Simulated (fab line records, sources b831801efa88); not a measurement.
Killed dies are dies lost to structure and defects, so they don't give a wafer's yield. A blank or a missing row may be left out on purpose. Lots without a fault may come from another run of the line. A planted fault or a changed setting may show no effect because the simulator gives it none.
Which tool did it? | flow gf180mcu | 13 lots, 39 wafers sampled, at 6 steps of a route of 602

WHAT THE GAUGES READ, wafer by wafer
GF_NWELL_TW_MEAS_11.
lot  | measured    | on            | NWELL_TW
L297 | day 3 10:41 | film_metro-03 | 1572 1582 1569
L298 | day 3 13:49 | film_metro-03 | 1571 1568 1569
L299 | day 3 18:04 | film_metro-04 | 1575 1575 1586
L300 | day 4 01:49 | film_metro-01 | 1577 1570 1580
L301 | day 4 08:05 | film_metro-04 | 1578 1567 1579
L302 | day 4 10:23 | film_metro-04 | 1584 1586 1569
L303 | day 4 16:44 | film_metro-04 | 1560 1571 1572
L304 | day 4 21:37 | film_metro-04 | 1605 1596 1600
L309 | day 6 00:48 | film_metro-01 | 1623 1622 1615
L314 | day 7 05:38 | film_metro-03 | 1581 1587 1581
L315 | day 7 12:53 | film_metro-04 | 1584 1589 1587
L317 | day 7 21:32 | film_metro-04 | 1582 1578 1587
L320 | day 8 18:59 | film_metro-04 | 1580 1592 1585

GF_VT_IMPLANT_RS_MEAS_47: measures by four-point-probe.
lot  | measured     | on            | NWELL_RS (ohm/sq)
L297 | day 7 15:20  | film_metro-04 | 488.6 487.4 487.1
L298 | day 7 20:21  | film_metro-04 | 487.2 487.2 486.3
L299 | day 8 02:39  | film_metro-01 | 487.7 486.9 488.1
L300 | day 8 12:07  | film_metro-04 | 488.6 489.6 489.7
L301 | day 8 18:59  | film_metro-01 | 489.3 488.5 490.0
L302 | day 8 22:06  | film_metro-03 | 488.0 486.8 487.6
L303 | day 9 05:09  | film_metro-03 | 489.0 489.7 488.1
L304 | day 9 12:22  | film_metro-03 | 479.0 478.7 479.6
L309 | day 10 19:17 | film_metro-01 | 479.6 480.3 479.6
L314 | day 12 09:20 | film_metro-03 | 486.9 487.8 488.3
L315 | day 12 18:28 | film_metro-04 | 485.7 485.2 486.5
L317 | day 13 06:03 | film_metro-03 | 485.7 487.9 486.3
L320 | day 14 05:37 | film_metro-04 | 488.1 487.0 486.4

GF_NSD_TW_MEAS_12.
lot  | measured     | on            | NSD_TW
L297 | day 13 09:58 | film_metro-01 | 4255 4275 4273
L298 | day 13 18:35 | film_metro-01 | 4283 4251 4274
L299 | day 14 05:50 | film_metro-02 | 4234 4249 4255
L300 | day 14 14:29 | film_metro-04 | 4263 4284 4277
L301 | day 15 02:09 | film_metro-02 | 4285 4267 4267
L302 | day 15 01:50 | film_metro-02 | 4267 4271 4273
L303 | day 15 15:19 | film_metro-04 | 4286 4265 4264
L304 | day 15 17:49 | film_metro-04 | 4311 4282 4303
L309 | day 17 08:34 | film_metro-04 | 4297 4259 4279
L314 | day 19 08:57 | film_metro-01 | 4264 4236 4266
L315 | day 19 17:02 | film_metro-01 | 4258 4249 4231
L317 | day 20 08:21 | film_metro-04 | 4297 4272 4272
L320 | day 21 13:19 | film_metro-02 | 4231 4199 4236

GF_SALICIDE_RS_MEAS_04: measures by four-point-probe.
lot  | measured     | on            | SALICIDE_TIN_RS (ohm/sq)
L297 | day 15 03:38 | film_metro-03 | 16.2 16.6 16.1
L298 | day 15 13:17 | film_metro-04 | 16.5 16.5 16.8
L299 | day 16 01:35 | film_metro-02 | 16.7 16.6 16.6
L300 | day 16 10:35 | film_metro-04 | 16.5 16.5 16.6
L301 | day 16 23:45 | film_metro-03 | 15.8 16.0 15.8
L302 | day 16 23:01 | film_metro-02 | 16.8 16.0 16.3
L303 | day 17 12:48 | film_metro-03 | 16.6 16.0 16.4
L304 | day 17 16:14 | film_metro-03 | 16.3 16.4 16.3
L309 | day 19 09:01 | film_metro-03 | 16.1 16.4 16.4
L314 | day 21 10:27 | film_metro-02 | 16.0 15.9 15.9
L315 | day 21 18:36 | film_metro-03 | 16.7 16.9 16.6
L317 | day 22 09:20 | film_metro-03 | 16.5 16.5 16.5
L320 | day 23 12:46 | film_metro-03 | 16.0 16.0 16.4

WHICH TOOL RAN EACH LOT (tool, then ch and the chambers of the sampled wafers, then the start)
lot  | GF_NWELL_IMPLANT_09            | GF_SAB_CVD_00
L297 | implanter-02 ch 0, day 3 10:28 | pecvd-04 ch 0,2, day 14 06:25
L298 | implanter-03 ch 0, day 3 13:34 | pecvd-01 ch 0,1,2, day 14 15:40
L299 | implanter-02 ch 0, day 3 17:49 | pecvd-04 ch 0,1, day 15 03:28
L300 | implanter-02 ch 0, day 4 01:34 | pecvd-03 ch 0,2, day 15 12:17
L301 | implanter-03 ch 0, day 4 07:48 | pecvd-01 ch 1,2, day 16 00:29
L302 | implanter-02 ch 0, day 4 10:08 | pecvd-04 ch 0,2, day 15 23:52
L303 | implanter-03 ch 0, day 4 16:29 | pecvd-01 ch 0,1, day 16 13:47
L304 | implanter-03 ch 0, day 4 21:22 | pecvd-04 ch 1,2, day 16 16:43
L309 | implanter-03 ch 0, day 6 00:34 | pecvd-01 ch 1,2, day 18 08:13
L314 | implanter-04 ch 0, day 7 05:24 | pecvd-04 ch 0,2, day 20 10:16
L315 | implanter-02 ch 0, day 7 12:38 | pecvd-04 ch 0,1, day 20 18:16
L317 | implanter-04 ch 0, day 7 21:19 | pecvd-01 ch 0,1, day 21 09:02
L320 | implanter-03 ch 0, day 8 18:42 | pecvd-04 ch 0,2, day 22 13:46
- GF_NWELL_IMPLANT_09
- GF_SAB_CVD_00: deposits SiO2 from TEOS, target thk 50 nm, time 4.9302 s.

WHAT THE TOOLS THEMSELVES READ (means of the sampled wafers that have a number; where no wafer has one, the mark that the record gives instead)
GF_NWELL_IMPLANT_09.
lot  | tool         | tilt_deg (degrees)
L297 | implanter-02 | -0.029
L298 | implanter-03 | 0.016
L299 | implanter-02 | 0.005
L300 | implanter-02 | -0.016
L301 | implanter-03 | -0.002
L302 | implanter-02 | 0.010
L303 | implanter-03 | -0.019
L304 | implanter-03 | 3.018
L309 | implanter-03 | 2.994
L314 | implanter-04 | -0.014
L315 | implanter-02 | 0.011
L317 | implanter-04 | -0.005
L320 | implanter-03 | -0.005

GF_SAB_CVD_00.
lot  | tool     | heater_power_w (W) | rf_fwd_power_W (W)
L297 | pecvd-04 | 662                | 586.3
L298 | pecvd-01 | 656                | 586.2
L299 | pecvd-04 | 637                | 587.1
L300 | pecvd-03 | 673                | 590.6
L301 | pecvd-01 | 637                | 586.5
L302 | pecvd-04 | 589                | 585.2
L303 | pecvd-01 | 731                | 585.7
L304 | pecvd-04 | 541                | 586.5
L309 | pecvd-01 | 533                | 587.4
L314 | pecvd-04 | 576                | 585.5
L315 | pecvd-04 | 706                | 586.4
L317 | pecvd-01 | 737                | 587.1
L320 | pecvd-04 | 670                | 585.3

THE ANSWER, worked out from the rows above alone
Rule: what is usual is taken from the lots themselves. Put in order of their means at a reading, lots are off if they are a third of the lots or fewer, leave a main group of 4 or more, and stand apart from it by a gap of 3 or more times the standard deviation of the main group's means; of several such gaps the widest counts. A main group whose means are all the same, to the digits that the tables above print for the reading, isn't used. A lot without any number at a reading at which 4 lots or more have one is off too. The other lots that the step has rows for count as sound. The gauges are gone through in route order, then the tools' own readings, and for those a lot's mean is taken as printed above. The first step at which some lot is off is used, and at that step the reading that is off furthest; a lot without a number counts as furthest.
Off: L304, L309, at GF_VT_IMPLANT_RS_MEAS_47 (NWELL_RS). The main group: mean 487.7 ohm/sq, standard deviation 1.1.
A tool fits if, at a process step before that reading, it ran every lot that is off, and no sound lot after the first of them. The gauges at GF_VT_IMPLANT_RS_MEAS_47 aren't tried: what is off there is off at GF_NWELL_IMPLANT_09 too, on other tools, and a gauge's error can't cause that. None of those tried fits.

WHAT THE SIMULATOR HAD PUT IN
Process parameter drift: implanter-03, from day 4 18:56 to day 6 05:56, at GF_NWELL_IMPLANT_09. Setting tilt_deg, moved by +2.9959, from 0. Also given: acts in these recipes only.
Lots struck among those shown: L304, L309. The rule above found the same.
